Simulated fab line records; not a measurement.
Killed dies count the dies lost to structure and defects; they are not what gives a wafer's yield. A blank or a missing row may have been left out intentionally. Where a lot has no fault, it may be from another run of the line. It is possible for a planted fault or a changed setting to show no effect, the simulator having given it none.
Chamber matching / flow sky130 / SKY_PASSIVATION_ETCH_11 on rie-diel-04: 4 sister chambers
The step etches the open film in CF4/O2, stops on AlCu, target depth 725 nm, time 161.1 s. 4 wafers are shown with their chamber, then 10 later ones without.

== EACH WAFER AND ITS CHAMBER ==
wafer=L084.4; chamber=1; oes-product-au (a.u.)=0.976
wafer=L089.6; chamber=0; oes-product-au (a.u.)=0.980
wafer=L090.1; chamber=2; oes-product-au (a.u.)=0.961
wafer=L090.3; chamber=3; oes-product-au (a.u.)=0.979

== WAFERS WHOSE CHAMBER IS MISSING ==
wafer=L090.6; oes-product-au (a.u.)=0.970
wafer=L091.1; oes-product-au (a.u.)=0.974
wafer=L091.3; oes-product-au (a.u.)=0.985
wafer=L091.4; oes-product-au (a.u.)=0.983
wafer=L094.2; oes-product-au (a.u.)=0.966
wafer=L094.4; oes-product-au (a.u.)=0.980
wafer=L094.5; oes-product-au (a.u.)=0.972
wafer=L096.2; oes-product-au (a.u.)=0.979
wafer=L096.3; oes-product-au (a.u.)=0.974
wafer=L096.4; oes-product-au (a.u.)=0.978

== WHICH CHAMBER EACH ONE RAN IN ==
wafer=L090.6; from the rows above=can't be placed: 1 or 2 or 3 or 0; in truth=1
wafer=L091.1; from the rows above=can't be placed: 1 or 3 or 0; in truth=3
wafer=L091.3; from the rows above=can't be placed: 0 or 3 or 1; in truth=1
wafer=L091.4; from the rows above=can't be placed: 0 or 3 or 1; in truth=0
wafer=L094.2; from the rows above=can't be placed: 2 or 1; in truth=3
wafer=L094.4; from the rows above=can't be placed: 0 or 3 or 1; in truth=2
wafer=L094.5; from the rows above=can't be placed: 1 or 3 or 0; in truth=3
wafer=L096.2; from the rows above=can't be placed: 3 or 0 or 1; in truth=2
wafer=L096.3; from the rows above=can't be placed: 1 or 3 or 0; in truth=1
wafer=L096.4; from the rows above=can't be placed: 3 or 0 or 1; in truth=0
Placed correctly: 0 of 10. Cannot be placed on the basis of these rows: 10; the candidates contain the true chamber in 7. 0 placed wrongly.
How it was worked out, from the rows above alone: a wafer's distance from a chamber is the root of the sum, over the readings, of the square of ((its reading less the chamber's mean) divided by the reading's scatter). The wafer belongs to the nearest chamber; if the next one is less than 2 further off, it can't be placed. For every chamber, the mean is computed from those of its wafers that are shown. The scatter (one wafer shown for each chamber): square how far every hidden wafer sits from the nearest shown wafer, average those squares and take the square root.
